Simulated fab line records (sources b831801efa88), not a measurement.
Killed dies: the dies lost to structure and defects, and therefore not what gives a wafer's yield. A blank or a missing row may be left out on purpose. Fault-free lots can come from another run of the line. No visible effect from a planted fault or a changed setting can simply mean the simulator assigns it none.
fab line records :: flow gf180mcu
record
  lots=5
  wafers=15
  lastDay=34
route steps=602 shown V3@443 M4@456
lots that met no fault: taken from a fault-free run of the same line
startH: hours from the record's first day to the start of the lot's first wafer shown :: waitH: hours elapsed since this lot's preceding step :: " same as the row above :: L1.1+2: a single row standing in for several wafers :: - value missing, or start not given :: * or withheld: withheld :: < > ~ a bound
route shown NAME@n: a module of which the file shows steps, and the number in the route of the first :: usual: mean/standard deviation taken from wafers without a fault :: same: alike in all rows :: chamber/n: place in a boat :: sites: the reading at each site :: _std_site: standard deviation across them :: _edge_site: the outer-site mean with the inner-site mean subtracted :: radiusMm: for every site, how far away it sits from the centre of the wafer :: mask NAME#n: copy n :: behind: tool/chamber where the wafer was last shaped :: hold: why the lot was held/for how many hours/how that ended :: device: the transistor (n, p or np) that didn't switch :: end of line: the route-end tests of the same wafers :: step lacking rows: just its recipe :: killed: at the first sort, the dies lost to defects and structure; wafer yield is something else :: map: a wafer's dies, marking killed ones x, the rest . and places with no die _
set.NAME: setting as actually run; set.NAME@STEP: the setting as run at that earlier step :: model.NAME: the simulator's own value behind a step, which no gauge read
certain route steps with their lots: each step a table, each wafer a row
services: when a tool's chamber went out of use (startH, in hours from the record's first day, below 0 if earlier), for how many hours, and the reason
## steps
# step GF_V3_CD_MEAS_14
# recipe
  targetCdNm=260
# usual
  cdNm=259.5/1.1
lot.wafer: L830.2
tool: cdSem-01
chamber: -
startH: 550.92
waitH: 0.1
cdNm: 258.8

lot.wafer: L830.3
tool: cdSem-01
chamber: -
startH: 550.92
waitH: 0.1
cdNm: 259.7

lot.wafer: L830.4
tool: cdSem-01
chamber: -
startH: 550.92
waitH: 0.1
cdNm: 259.5

lot.wafer: L832.4
tool: cdSem-02
chamber: -
startH: 570.16
waitH: 0.1
cdNm: 259.8

lot.wafer: L832.5
tool: cdSem-02
chamber: -
startH: 570.16
waitH: 0.1
cdNm: 259.4

lot.wafer: L832.6
tool: cdSem-02
chamber: -
startH: 570.16
waitH: 0.1
cdNm: 258.8

lot.wafer: L834.1
tool: cdSem-02
chamber: -
startH: 586.00
waitH: 0.1
cdNm: 260.3

lot.wafer: L834.2
tool: cdSem-02
chamber: -
startH: 586.00
waitH: 0.1
cdNm: 261.2

lot.wafer: L834.6
tool: cdSem-02
chamber: -
startH: 586.00
waitH: 0.1
cdNm: 260.7

lot.wafer: L835.2
tool: cdSem-02
chamber: -
startH: 592.56
waitH: 0.2
cdNm: 257.5

lot.wafer: L835.3
tool: cdSem-02
chamber: -
startH: 592.56
waitH: 0.2
cdNm: 258.6

lot.wafer: L835.5
tool: cdSem-02
chamber: -
startH: 592.56
waitH: 0.2
cdNm: 256.9

lot.wafer: L846.2
tool: cdSem-02
chamber: -
startH: 672.09
waitH: 0.2
cdNm: 260.1

lot.wafer: L846.4
tool: cdSem-02
chamber: -
startH: 672.09
waitH: 0.2
cdNm: 259.1

lot.wafer: L846.6
tool: cdSem-02
chamber: -
startH: 672.09
waitH: 0.2
cdNm: 259.5
# step GF_V3_OVL_MEAS_15
# usual
  V3_OVL=2/5.9
lot.wafer: L830.2
tool: overlay-01
chamber: -
startH: 551.03
waitH: 0.1
V3_OVL[nm]: 7

lot.wafer: L830.3
tool: overlay-01
chamber: -
startH: 551.03
waitH: 0.1
V3_OVL[nm]: -3

lot.wafer: L830.4
tool: overlay-01
chamber: -
startH: 551.03
waitH: 0.1
V3_OVL[nm]: 3

lot.wafer: L832.4
tool: overlay-01
chamber: -
startH: 570.24
waitH: 0.1
V3_OVL[nm]: 0

lot.wafer: L832.5
tool: overlay-01
chamber: -
startH: 570.24
waitH: 0.1
V3_OVL[nm]: 1

lot.wafer: L832.6
tool: overlay-01
chamber: -
startH: 570.24
waitH: 0.1
V3_OVL[nm]: -11

lot.wafer: L834.1
tool: overlay-01
chamber: -
startH: 586.12
waitH: 0.1
V3_OVL[nm]: 6

lot.wafer: L834.2
tool: overlay-01
chamber: -
startH: 586.12
waitH: 0.1
V3_OVL[nm]: -5

lot.wafer: L834.6
tool: overlay-01
chamber: -
startH: 586.12
waitH: 0.1
V3_OVL[nm]: -4

lot.wafer: L835.2
tool: overlay-02
chamber: -
startH: 592.66
waitH: 0.1
V3_OVL[nm]: 5

lot.wafer: L835.3
tool: overlay-02
chamber: -
startH: 592.66
waitH: 0.1
V3_OVL[nm]: 7

lot.wafer: L835.5
tool: overlay-02
chamber: -
startH: 592.66
waitH: 0.1
V3_OVL[nm]: 10

lot.wafer: L846.2
tool: overlay-02
chamber: -
startH: 672.19
waitH: 0.1
V3_OVL[nm]: 5

lot.wafer: L846.4
tool: overlay-02
chamber: -
startH: 672.19
waitH: 0.1
V3_OVL[nm]: 4

lot.wafer: L846.6
tool: overlay-02
chamber: -
startH: 672.19
waitH: 0.1
V3_OVL[nm]: 8
# step GF_V3_ETCH_16
# recipe
  chemistry=N2/H2
  targetDepthA=withheld
  overetchA=withheld
  timeS=withheld
  target=BARC
  ionEnergyEv=200
  sourceW=500
  biasW=100
  pressureMtorr=30
  n2FlowSccm=100
  h2FlowSccm=200
# usual
  biasW=100.01/0.26
  drypumpMotorCurrentA=5.7/0.38
  oesProductAu=0.856/0.0043
  throttleValvePct=13.225/0.0091
lot.wafer: L830.2
tool: rieDiel-01
chamber: 1
startH: 551.06
waitH: 0.0
biasW: 99.71
drypumpMotorCurrentA: 6.1
oesProductAu: 0.860
throttleValvePct: 13.223

lot.wafer: L830.3
tool: rieDiel-01
chamber: 2
startH: 551.06
waitH: 0.0
biasW: 99.65
drypumpMotorCurrentA: 5.1
oesProductAu: 0.854
throttleValvePct: 13.230

lot.wafer: L830.4
tool: rieDiel-01
chamber: 0
startH: 551.06
waitH: 0.0
biasW: 99.91
drypumpMotorCurrentA: 5.8
oesProductAu: 0.863
throttleValvePct: 13.228

lot.wafer: L832.4
tool: rieDiel-04
chamber: 1
startH: 570.25
waitH: 0.0
biasW: 100.03
drypumpMotorCurrentA: 5.8
oesProductAu: 0.858
throttleValvePct: 13.212

lot.wafer: L832.5
tool: rieDiel-04
chamber: 2
startH: 570.25
waitH: 0.0
biasW: 99.83
drypumpMotorCurrentA: 5.9
oesProductAu: 0.850
throttleValvePct: 13.223

lot.wafer: L832.6
tool: rieDiel-04
chamber: 1
startH: 570.25
waitH: 0.0
biasW: 100.01
drypumpMotorCurrentA: 5.8
oesProductAu: 0.863
throttleValvePct: 13.232

lot.wafer: L834.1
tool: rieDiel-04
chamber: 3
startH: 586.15
waitH: 0.0
biasW: 100.05
drypumpMotorCurrentA: 5.6
oesProductAu: 0.844
throttleValvePct: 13.237

lot.wafer: L834.2
tool: rieDiel-04
chamber: 0
startH: 586.15
waitH: 0.0
biasW: 99.99
drypumpMotorCurrentA: 5.6
oesProductAu: 0.853
throttleValvePct: 13.211

lot.wafer: L834.6
tool: rieDiel-04
chamber: 1
startH: 586.15
waitH: 0.0
biasW: 100.27
drypumpMotorCurrentA: 5.8
oesProductAu: 0.852
throttleValvePct: 13.218

lot.wafer: L835.2
tool: rieDiel-04
chamber: 2
startH: 592.69
waitH: 0.0
biasW: 100.19
drypumpMotorCurrentA: 5.9
oesProductAu: 0.871
throttleValvePct: 13.240

lot.wafer: L835.3
tool: rieDiel-04
chamber: 3
startH: 592.69
waitH: 0.0
biasW: 99.46
drypumpMotorCurrentA: 5.5
oesProductAu: 0.860
throttleValvePct: 13.219

lot.wafer: L835.5
tool: rieDiel-04
chamber: 3
startH: 592.69
waitH: 0.0
biasW: 100.02
drypumpMotorCurrentA: 5.6
oesProductAu: 0.857
throttleValvePct: 13.230

lot.wafer: L846.2
tool: rieDiel-04
chamber: 3
startH: 672.22
waitH: 0.0
biasW: 100.05
drypumpMotorCurrentA: 5.6
oesProductAu: 0.856
throttleValvePct: 13.227

lot.wafer: L846.4
tool: rieDiel-04
chamber: 3
startH: 672.22
waitH: 0.0
biasW: 100.03
drypumpMotorCurrentA: 5.6
oesProductAu: 0.863
throttleValvePct: 13.236

lot.wafer: L846.6
tool: rieDiel-04
chamber: 1
startH: 672.22
waitH: 0.0
biasW: 100.39
drypumpMotorCurrentA: 5.8
oesProductAu: 0.851
throttleValvePct: 13.230
# step GF_V3_ETCH_17
# recipe
  chemistry=C4F8/O2/Ar
  maskMaterial=KrF
  target=SiO2
  stopOn=TiN
  sourceW=1500
  biasW=1200
  pressureMtorr=40
  c4f8FlowSccm=withheld
  O2_flow_sccm=6
  Ar_flow_sccm=300
  timeS=withheld
  targetDepthA=6350
# step GF_V3_STRIP_18
# recipe
  chemistry=O2/N2
  powerW=1400
  pressureMtorr=1500
  platenTempC=250
  o2FlowSccm=3000
  n2FlowSccm=300
  overashFraction=0.5
# usual
  drypumpMotorCurrentA=5.7/0.44
  heaterPowerW=347/24
  oesProductAu=0.593/0.0049
# same
  overashFraction=0.5
lot.wafer: L830.2
tool: plasmaAsher-03
chamber: 0
startH: 551.18
waitH: -
drypumpMotorCurrentA: 5.8
heaterPowerW: 353
oesProductAu: 0.584
rfHoursCounterH: 13

lot.wafer: L830.3
tool: plasmaAsher-03
chamber: 1
startH: 551.18
waitH: -
drypumpMotorCurrentA: 6.3
heaterPowerW: 368
oesProductAu: 0.584
rfHoursCounterH: -

lot.wafer: L830.4
tool: plasmaAsher-03
chamber: 0
startH: 551.18
waitH: -
drypumpMotorCurrentA: 5.8
heaterPowerW: 355
oesProductAu: 0.599
rfHoursCounterH: -

lot.wafer: L832.4
tool: plasmaAsher-03
chamber: 1
startH: 570.42
waitH: -
drypumpMotorCurrentA: 6.2
heaterPowerW: 362
oesProductAu: 0.589
rfHoursCounterH: -

lot.wafer: L832.5
tool: plasmaAsher-03
chamber: 1
startH: 570.42
waitH: -
drypumpMotorCurrentA: 6.2
heaterPowerW: 368
oesProductAu: 0.600
rfHoursCounterH: -

lot.wafer: L832.6
tool: plasmaAsher-03
chamber: 0
startH: 570.42
waitH: -
drypumpMotorCurrentA: 5.8
heaterPowerW: 345
oesProductAu: 0.589
rfHoursCounterH: -

lot.wafer: L834.1
tool: plasmaAsher-02
chamber: 0
startH: 586.28
waitH: -
drypumpMotorCurrentA: 4.9
heaterPowerW: 364
oesProductAu: 0.591
rfHoursCounterH: 97

lot.wafer: L834.2
tool: plasmaAsher-02
chamber: 1
startH: 586.28
waitH: -
drypumpMotorCurrentA: 6.0
heaterPowerW: 335
oesProductAu: 0.593
rfHoursCounterH: 97

lot.wafer: L834.6
tool: plasmaAsher-02
chamber: 1
startH: 586.28
waitH: -
drypumpMotorCurrentA: 6.0
heaterPowerW: 346
oesProductAu: 0.591
rfHoursCounterH: -

lot.wafer: L835.2
tool: plasmaAsher-03
chamber: 1
startH: 592.82
waitH: -
drypumpMotorCurrentA: 6.3
heaterPowerW: 365
oesProductAu: 0.601
rfHoursCounterH: 17

lot.wafer: L835.3
tool: plasmaAsher-03
chamber: 1
startH: 592.82
waitH: -
drypumpMotorCurrentA: 6.2
heaterPowerW: 371
oesProductAu: 0.604
rfHoursCounterH: -

lot.wafer: L835.5
tool: plasmaAsher-03
chamber: 1
startH: 592.82
waitH: -
drypumpMotorCurrentA: 6.3
heaterPowerW: 377
oesProductAu: 0.597
rfHoursCounterH: -

lot.wafer: L846.2
tool: plasmaAsher-03
chamber: 1
startH: 672.42
waitH: -
drypumpMotorCurrentA: 6.3
heaterPowerW: 377
oesProductAu: 0.603
rfHoursCounterH: 25

lot.wafer: L846.4
tool: plasmaAsher-03
chamber: 1
startH: 672.42
waitH: -
drypumpMotorCurrentA: 6.3
heaterPowerW: 382
oesProductAu: 0.602
rfHoursCounterH: -

lot.wafer: L846.6
tool: plasmaAsher-03
chamber: 0
startH: 672.42
waitH: -
drypumpMotorCurrentA: 5.8
heaterPowerW: 347
oesProductAu: 0.589
rfHoursCounterH: -
# step GF_V3_STRIP_19
# recipe
  chemistry=postEtchResidueRemover
  timeS=1200
  tempC=72.5
# step GF_V3_CLEAN_20
# recipe
  chemistry=DIW
  dry=n2Spin
# step GF_V3_SPUTTER_21
# recipe
  material=Ti
  targetThkNm=15
  chamberPressurePa=5
  powerW=2500
  substrateTempC=200
  timeS=80.02
# usual
  throttleValvePct=30.0/1.2
lot.wafer: L830.2
tool: pvdSputter-03
chamber: -
startH: 551.84
waitH: 0.0
throttleValvePct: 32.6

lot.wafer: L830.3
tool: pvdSputter-03
chamber: -
startH: 551.84
waitH: 0.0
throttleValvePct: 29.0

lot.wafer: L830.4
tool: pvdSputter-03
chamber: -
startH: 551.84
waitH: 0.0
throttleValvePct: 30.6

lot.wafer: L832.4
tool: pvdSputter-01
chamber: -
startH: 570.96
waitH: 0.0
throttleValvePct: 30.0

lot.wafer: L832.5
tool: pvdSputter-01
chamber: -
startH: 570.96
waitH: 0.0
throttleValvePct: 27.8

lot.wafer: L832.6
tool: pvdSputter-01
chamber: -
startH: 570.96
waitH: 0.0
throttleValvePct: 30.2

lot.wafer: L834.1
tool: pvdSputter-03
chamber: -
startH: 586.86
waitH: 0.0
throttleValvePct: 32.8

lot.wafer: L834.2
tool: pvdSputter-03
chamber: -
startH: 586.86
waitH: 0.0
throttleValvePct: 28.8

lot.wafer: L834.6
tool: pvdSputter-03
chamber: -
startH: 586.86
waitH: 0.0
throttleValvePct: 29.0

lot.wafer: L835.2
tool: pvdSputter-01
chamber: -
startH: 593.37
waitH: 0.0
throttleValvePct: 30.0

lot.wafer: L835.3
tool: pvdSputter-01
chamber: -
startH: 593.37
waitH: 0.0
throttleValvePct: 29.6

lot.wafer: L835.5
tool: pvdSputter-01
chamber: -
startH: 593.37
waitH: 0.0
throttleValvePct: 30.3

lot.wafer: L846.2
tool: pvdSputter-02
chamber: -
startH: 672.95
waitH: 0.0
throttleValvePct: 30.2

lot.wafer: L846.4
tool: pvdSputter-02
chamber: -
startH: 672.95
waitH: 0.0
throttleValvePct: 29.8

lot.wafer: L846.6
tool: pvdSputter-02
chamber: -
startH: 672.95
waitH: 0.0
throttleValvePct: 31.3
# step GF_V3_SPUTTER_22
# recipe
  material=TiN
  targetThkNm=10
  chamberPressurePa=5
  powerW=4000
  timeS=40
# usual
  throttleValvePct=30.0/1.2
lot.wafer: L830.2
tool: pvdSputter-03
chamber: -
startH: 551.90
waitH: 0.0
throttleValvePct: 32.7

lot.wafer: L830.3
tool: pvdSputter-03
chamber: -
startH: 551.90
waitH: 0.0
throttleValvePct: 29.0

lot.wafer: L830.4
tool: pvdSputter-03
chamber: -
startH: 551.90
waitH: 0.0
throttleValvePct: 30.4

lot.wafer: L832.4
tool: pvdSputter-01
chamber: -
startH: 571.02
waitH: 0.0
throttleValvePct: 29.8

lot.wafer: L832.5
tool: pvdSputter-01
chamber: -
startH: 571.02
waitH: 0.0
throttleValvePct: 27.8

lot.wafer: L832.6
tool: pvdSputter-01
chamber: -
startH: 571.02
waitH: 0.0
throttleValvePct: 30.2

lot.wafer: L834.1
tool: pvdSputter-03
chamber: -
startH: 586.92
waitH: 0.0
throttleValvePct: 32.8

lot.wafer: L834.2
tool: pvdSputter-03
chamber: -
startH: 586.92
waitH: 0.0
throttleValvePct: 29.2

lot.wafer: L834.6
tool: pvdSputter-03
chamber: -
startH: 586.92
waitH: 0.0
throttleValvePct: 28.8

lot.wafer: L835.2
tool: pvdSputter-01
chamber: -
startH: 593.43
waitH: 0.0
throttleValvePct: 30.4

lot.wafer: L835.3
tool: pvdSputter-01
chamber: -
startH: 593.43
waitH: 0.0
throttleValvePct: 29.9

lot.wafer: L835.5
tool: pvdSputter-01
chamber: -
startH: 593.43
waitH: 0.0
throttleValvePct: 30.4

lot.wafer: L846.2
tool: pvdSputter-02
chamber: -
startH: 673.01
waitH: 0.0
throttleValvePct: 30.3

lot.wafer: L846.4
tool: pvdSputter-02
chamber: -
startH: 673.01
waitH: 0.0
throttleValvePct: 29.8

lot.wafer: L846.6
tool: pvdSputter-02
chamber: -
startH: 673.01
waitH: 0.0
throttleValvePct: 31.3
# step GF_V3_CVD_23
# recipe
  material=W
  targetThkNm=350
  timeS=104.9
  tempC=400
  pressureTorr=40
# step GF_V3_RS_MEAS_24
# recipe
  thkMeasGauge=four-point-probe
  reads=W_of_V3_CVD_23+TiN_of_V3_SPUTTER_22+Ti_of_V3_SPUTTER_21
# usual
  V3_W_RS=0.327/0.003
lot.wafer: L830.2
tool: filmMetro-03
chamber: -
startH: 552.07
waitH: 0.1
V3_W_RS[ohm/sq]: 0.324

lot.wafer: L830.3
tool: filmMetro-03
chamber: -
startH: 552.07
waitH: 0.1
V3_W_RS[ohm/sq]: 0.330

lot.wafer: L830.4
tool: filmMetro-03
chamber: -
startH: 552.07
waitH: 0.1
V3_W_RS[ohm/sq]: 0.326

lot.wafer: L832.4
tool: filmMetro-03
chamber: -
startH: 571.23
waitH: 0.1
V3_W_RS[ohm/sq]: 0.325

lot.wafer: L832.5
tool: filmMetro-03
chamber: -
startH: 571.23
waitH: 0.1
V3_W_RS[ohm/sq]: 0.325

lot.wafer: L832.6
tool: filmMetro-03
chamber: -
startH: 571.23
waitH: 0.1
V3_W_RS[ohm/sq]: 0.327

lot.wafer: L834.1
tool: filmMetro-01
chamber: -
startH: 587.07
waitH: 0.1
V3_W_RS[ohm/sq]: 0.333

lot.wafer: L834.2
tool: filmMetro-01
chamber: -
startH: 587.07
waitH: 0.1
V3_W_RS[ohm/sq]: 0.330

lot.wafer: L834.6
tool: filmMetro-01
chamber: -
startH: 587.07
waitH: 0.1
V3_W_RS[ohm/sq]: 0.330

lot.wafer: L835.2
tool: filmMetro-02
chamber: -
startH: 593.60
waitH: 0.1
V3_W_RS[ohm/sq]: 0.328

lot.wafer: L835.3
tool: filmMetro-02
chamber: -
startH: 593.60
waitH: 0.1
V3_W_RS[ohm/sq]: 0.329

lot.wafer: L835.5
tool: filmMetro-02
chamber: -
startH: 593.60
waitH: 0.1
V3_W_RS[ohm/sq]: 0.327

lot.wafer: L846.2
tool: filmMetro-03
chamber: -
startH: 673.18
waitH: 0.1
V3_W_RS[ohm/sq]: 0.333

lot.wafer: L846.4
tool: filmMetro-03
chamber: -
startH: 673.18
waitH: 0.1
V3_W_RS[ohm/sq]: 0.333

lot.wafer: L846.6
tool: filmMetro-03
chamber: -
startH: 673.18
waitH: 0.1
V3_W_RS[ohm/sq]: 0.327
# step GF_V3_THK_MEAS_25
# recipe
  thkMeasGauge=xrf
  reads=W_of_V3_CVD_23
# usual
  V3_W_THK=355/4.6
lot.wafer: L830.2
tool: filmMetro-03
chamber: -
startH: 552.18
waitH: 0.1
V3_W_THK[nm]: 361

lot.wafer: L830.3
tool: filmMetro-03
chamber: -
startH: 552.18
waitH: 0.1
V3_W_THK[nm]: 354

lot.wafer: L830.4
tool: filmMetro-03
chamber: -
startH: 552.18
waitH: 0.1
V3_W_THK[nm]: 360

lot.wafer: L832.4
tool: filmMetro-03
chamber: -
startH: 571.32
waitH: 0.1
V3_W_THK[nm]: 358

lot.wafer: L832.5
tool: filmMetro-03
chamber: -
startH: 571.32
waitH: 0.1
V3_W_THK[nm]: 359

lot.wafer: L832.6
tool: filmMetro-03
chamber: -
startH: 571.32
waitH: 0.1
V3_W_THK[nm]: 357

lot.wafer: L834.1
tool: filmMetro-01
chamber: -
startH: 587.19
waitH: 0.1
V3_W_THK[nm]: 347

lot.wafer: L834.2
tool: filmMetro-01
chamber: -
startH: 587.19
waitH: 0.1
V3_W_THK[nm]: 349

lot.wafer: L834.6
tool: filmMetro-01
chamber: -
startH: 587.19
waitH: 0.1
V3_W_THK[nm]: 348

lot.wafer: L835.2
tool: filmMetro-02
chamber: -
startH: 593.71
waitH: 0.1
V3_W_THK[nm]: 351

lot.wafer: L835.3
tool: filmMetro-02
chamber: -
startH: 593.71
waitH: 0.1
V3_W_THK[nm]: 352

lot.wafer: L835.5
tool: filmMetro-02
chamber: -
startH: 593.71
waitH: 0.1
V3_W_THK[nm]: 355

lot.wafer: L846.2
tool: filmMetro-03
chamber: -
startH: 673.29
waitH: 0.1
V3_W_THK[nm]: 350

lot.wafer: L846.4
tool: filmMetro-03
chamber: -
startH: 673.29
waitH: 0.1
V3_W_THK[nm]: 350

lot.wafer: L846.6
tool: filmMetro-03
chamber: -
startH: 673.29
waitH: 0.1
V3_W_THK[nm]: 356
# step GF_V3_CMP_26
# recipe
  stopOn=SiO2
  downForcePsi=3.5
  platenRpm=60
  tOverpolishS=15
  targetThkNm=0
  padVelocityMS=0.94248
# usual
  motorCurrentA=11.2/0.85
  overpolishRunS=15.000/0.0085
  timeToEndpointS=86/3.2
lot.wafer: L830.2
tool: cmp-02
chamber: 0
startH: 552.23
waitH: 0.0
motorCurrentA: 12.9
overpolishRunS: 14.995
timeToEndpointS: 91

lot.wafer: L830.4
tool: cmp-02
chamber: 2
startH: 552.23
waitH: 0.0
motorCurrentA: 11.2
overpolishRunS: 15.005
timeToEndpointS: 83

lot.wafer: L830.3
tool: cmp-02
chamber: 3
startH: 552.23
waitH: 0.0
motorCurrentA: 10.9
overpolishRunS: 15.000
timeToEndpointS: 84

lot.wafer: L832.4
tool: cmp-01
chamber: 2
startH: 571.50
waitH: 0.2
motorCurrentA: 11.4
overpolishRunS: 15.005
timeToEndpointS: 89

lot.wafer: L832.6
tool: cmp-01
chamber: 3
startH: 571.50
waitH: 0.2
motorCurrentA: 11.6
overpolishRunS: 15.000
timeToEndpointS: 84

lot.wafer: L832.5
tool: cmp-01
chamber: 0
startH: 571.50
waitH: 0.2
motorCurrentA: 11.4
overpolishRunS: 14.997
timeToEndpointS: 92

lot.wafer: L834.2
tool: cmp-01
chamber: 0
startH: 587.30
waitH: 0.1
motorCurrentA: 10.7
overpolishRunS: 0.028
timeToEndpointS: 128

lot.wafer: L834.1
tool: cmp-01
chamber: 2
startH: 587.30
waitH: 0.1
motorCurrentA: 10.3
overpolishRunS: 14.999
timeToEndpointS: 84

lot.wafer: L834.6
tool: cmp-01
chamber: 3
startH: 587.30
waitH: 0.1
motorCurrentA: 11.6
overpolishRunS: 15.009
timeToEndpointS: 81

lot.wafer: L835.2
tool: cmp-02
chamber: 0
startH: 593.86
waitH: 0.1
motorCurrentA: 11.9
overpolishRunS: 15.009
timeToEndpointS: 90

lot.wafer: L835.3
tool: cmp-02
chamber: 1
startH: 593.86
waitH: 0.1
motorCurrentA: 9.9
overpolishRunS: 15.019
timeToEndpointS: 88

lot.wafer: L835.5
tool: cmp-02
chamber: 3
startH: 593.86
waitH: 0.1
motorCurrentA: 11.1
overpolishRunS: 15.000
timeToEndpointS: 88

lot.wafer: L846.4
tool: cmp-02
chamber: 0
startH: 673.44
waitH: 0.1
motorCurrentA: 12.7
overpolishRunS: 15.011
timeToEndpointS: 84

lot.wafer: L846.2
tool: cmp-02
chamber: 1
startH: 673.44
waitH: 0.1
motorCurrentA: 10.1
overpolishRunS: 15.002
timeToEndpointS: 85

lot.wafer: L846.6
tool: cmp-02
chamber: 3
startH: 673.44
waitH: 0.1
motorCurrentA: 11.2
overpolishRunS: 15.006
timeToEndpointS: 83
# step GF_M4_SPUTTER_00
# recipe
  material=Ti
  targetThkNm=37.5
  arrivingIonEnergyEv=80
  substrateTempC=200
  chamberPressurePa=2
  powerW=4000
  timeS=150
# usual
  throttleValvePct=30.1/1.2
lot.wafer: L830.2
tool: pvdSputter-02
chamber: -
startH: 552.53
waitH: 0.2
throttleValvePct: 30.0

lot.wafer: L830.3
tool: pvdSputter-02
chamber: -
startH: 552.53
waitH: 0.2
throttleValvePct: 30.1

lot.wafer: L830.4
tool: pvdSputter-02
chamber: -
startH: 552.53
waitH: 0.2
throttleValvePct: 30.8

lot.wafer: L832.4
tool: pvdSputter-03
chamber: -
startH: 571.65
waitH: 0.1
throttleValvePct: 28.9

lot.wafer: L832.5
tool: pvdSputter-03
chamber: -
startH: 571.65
waitH: 0.1
throttleValvePct: 28.8

lot.wafer: L832.6
tool: pvdSputter-03
chamber: -
startH: 571.65
waitH: 0.1
throttleValvePct: 28.8

lot.wafer: L834.1
tool: pvdSputter-03
chamber: -
startH: 587.55
waitH: 0.1
throttleValvePct: 29.0

lot.wafer: L834.6
tool: pvdSputter-03
chamber: -
startH: 587.55
waitH: 0.1
throttleValvePct: 29.2

lot.wafer: L835.2
tool: pvdSputter-02
chamber: -
startH: 594.06
waitH: 0.1
throttleValvePct: 30.2

lot.wafer: L835.3
tool: pvdSputter-02
chamber: -
startH: 594.06
waitH: 0.1
throttleValvePct: 31.2

lot.wafer: L835.5
tool: pvdSputter-02
chamber: -
startH: 594.06
waitH: 0.1
throttleValvePct: 31.1

lot.wafer: L846.2
tool: pvdSputter-03
chamber: -
startH: 673.64
waitH: 0.1
throttleValvePct: 29.0

lot.wafer: L846.4
tool: pvdSputter-03
chamber: -
startH: 673.64
waitH: 0.1
throttleValvePct: 30.5

lot.wafer: L846.6
tool: pvdSputter-03
chamber: -
startH: 673.64
waitH: 0.1
throttleValvePct: 30.4
## services
tool: pvdSputter-03
chamber: -
startH: 535.88
hours: 3.1
kind: repair

tool: cmp-02
chamber: -
startH: 557.03
hours: 2.3
kind: repair

tool: rieDiel-01
chamber: 1
startH: 564.07
hours: 4.9
kind: repair

tool: cmp-01
chamber: -
startH: 572.00
hours: 4.0
kind: pm

tool: cmp-01
chamber: -
startH: 576.00
hours: -
kind: consumableReplace:conditioner

tool: cmp-01
chamber: -
startH: 576.00
hours: -
kind: consumableReplace:pad

tool: rieDiel-01
chamber: 1
startH: 584.14
hours: 7.2
kind: repair

tool: pvdSputter-02
chamber: -
startH: 585.19
hours: 2.2
kind: repair

tool: pvdSputter-02
chamber: -
startH: 588.32
hours: 1.2
kind: repair

tool: pvdSputter-01
chamber: -
startH: 588.34
hours: 3.2
kind: repair

tool: cmp-01
chamber: -
startH: 591.56
hours: 1.3
kind: repair

tool: rieDiel-01
chamber: 1
startH: 592.06
hours: 8.2
kind: repair

tool: rieDiel-01
chamber: 2
startH: 599.99
hours: 3.5
kind: repair

tool: plasmaAsher-02
chamber: -
startH: 614.49
hours: 2.8
kind: pm

tool: rieDiel-01
chamber: 3
startH: 617.20
hours: -
kind: clean

tool: cmp-01
chamber: -
startH: 618.59
hours: 0.9
kind: repair

tool: plasmaAsher-03
chamber: -
startH: 620.46
hours: 2.4
kind: repair

tool: cmp-01
chamber: -
startH: 622.79
hours: 0.5
kind: repair

tool: rieDiel-04
chamber: 2
startH: 661.75
hours: -
kind: clean

tool: rieDiel-04
chamber: 2
startH: 661.75
hours: 20.5
kind: scheduledDown

tool: rieDiel-04
chamber: 2
startH: 661.75
hours: 20.5
kind: ventCycle

tool: pvdSputter-03
chamber: -
startH: 662.12
hours: 2.0
kind: repair

tool: rieDiel-01
chamber: 0
startH: 664.59
hours: 20.0
kind: repair

tool: rieDiel-04
chamber: 0
startH: 671.12
hours: 4.3
kind: repair
## key
firstSign
  step=GF_V3_CMP_26
  reading=overpolishRunS
  direction=down
  sigmas=99+
  usual=15.000
  struck=0.028
effect
  step=GF_V3_CMP_26
  reading=timeToEndpointS
  direction=up
  sigmas=13
  usual=*
  struck=*
metAt GF_V3_CMP_26
struckWafers L834.2
laterRowsLeftOut L834.2
sortLeftOut L834.2
onsetBetween 571.50 587.30
fault
  kind=processParameterDrift
  tool=cmp-01
  chamber=-
  onsetH=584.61
  steps=GF_V3_CMP_26
  channel=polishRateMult
  offset=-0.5
  shape=step
  endH=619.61
  scope=struckWafersOnly
# sortLeftOut: the simulated sort isn't trusted on such a fault, so these wafers' sort isn't shown, and their yield isn't known
# laterRowsLeftOut: the simulator's readings of these wafers behind a module that went badly wrong aren't trusted and aren't shown, but for the sort
